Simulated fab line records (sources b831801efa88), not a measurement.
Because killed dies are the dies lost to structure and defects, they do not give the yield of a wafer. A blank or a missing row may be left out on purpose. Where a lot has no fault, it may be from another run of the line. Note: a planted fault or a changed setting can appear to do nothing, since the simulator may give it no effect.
One fault seen from 2 desks ; flow gf180mcu ; only its own numbers are on each desk; what lay behind them is given at the end

AT THE TOOL OWNER'S DESK: lpcvd-01
The tool's own readings at GF_HV_LDD_CVD_56 (deposits Si3N4 from DCS/NH3, target thk 90 nm, time 1543 s): means of the sampled wafers that have a number, for each lot that ran on this tool. The brackets show how far a lot's mean lies from the usual mean; more than 4 standard deviations puts the lot out of limits, marked OUT.
Columns: A = spike-tc-bottom-C at GF_HV_LDD_CVD_56, usual 788.0 C; B = spike-tc-centre-C at GF_HV_LDD_CVD_56, usual 770.4 C; C = zone-power-upper-pct at GF_HV_LDD_CVD_56, usual 13.3 %
lot;first seen here;A;B;C
L990;day 14 06:24;788.0;769.3;13.8
L998;day 16 20:50;788.7;769.2;13.9
L102;day 18 05:34;790.9;770.1;11.6
This desk's verdict: no lot among the 3 shows anything out of limits.

AT THE METROLOGY DESK
What the gauges read for every lot (on any tool): the sampled wafers with a number, averaged. The brackets show how far a lot's mean lies from the usual mean; more than 4 standard deviations puts the lot out of limits, marked OUT.
Columns: A = cd-nm at GF_POLY_GATE_CD_MEAS_18, usual 280.6 nm; B = HV_LDD_CVD_56_THK at GF_HV_LDD_THK_MEAS_57, usual 90.2 nm; C = CONTACT_W_RS at GF_CONTACT_RS_MEAS_25, usual 0.384 ohm/sq
lot;first seen here;A;B;C
L985;day 9 07:47;280.4;89.1;0.389
L986;day 9 13:11;280.7;89.6;0.385
L987;day 9 23:41;281.6;89.7;0.383
L989;day 10 12:25;281.1;89.6;0.384
L990;day 10 22:04;277.8;90.9;0.385
L991;day 11 03:39;281.5;89.6;0.383
L992;day 11 14:21;278.7;91.4;0.393
L998;day 13 04:53;278.9;95.7 (+6.5) OUT;0.383
L102;day 14 08:08;278.4;94.4 (+5.0) OUT;0.378
L104;day 14 21:20;280.9;89.3;0.392
L106;day 15 13:04;281.0;90.7;0.389
L107;day 15 23:56;280.8;90.6;0.376
This desk's finding: out of limits on L102, L998; first on L998, day 16 22:17 (HV_LDD_CVD_56_THK at GF_HV_LDD_THK_MEAS_57). In limits: L985, L986, L987, L989, L990, L991, L992, L104, L106, L107.

TAKEN TOGETHER
Metrology desk: alarm possible at day 16 22:17 on L102, L998.
The tool owner's desk saw nothing out of limits.
On record at the tool owner's desk: L102, L998, within its limits.
The lots listed all ran GF_HV_LDD_CVD_56 on lpcvd-01.

WHAT THE SIMULATOR HAD INSERTED
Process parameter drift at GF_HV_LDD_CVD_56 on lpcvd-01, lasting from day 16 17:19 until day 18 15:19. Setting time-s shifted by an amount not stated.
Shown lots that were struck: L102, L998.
Per desk, hours elapsed from the start of the fault to the first reading out of limits: for the metrology desk, 5.
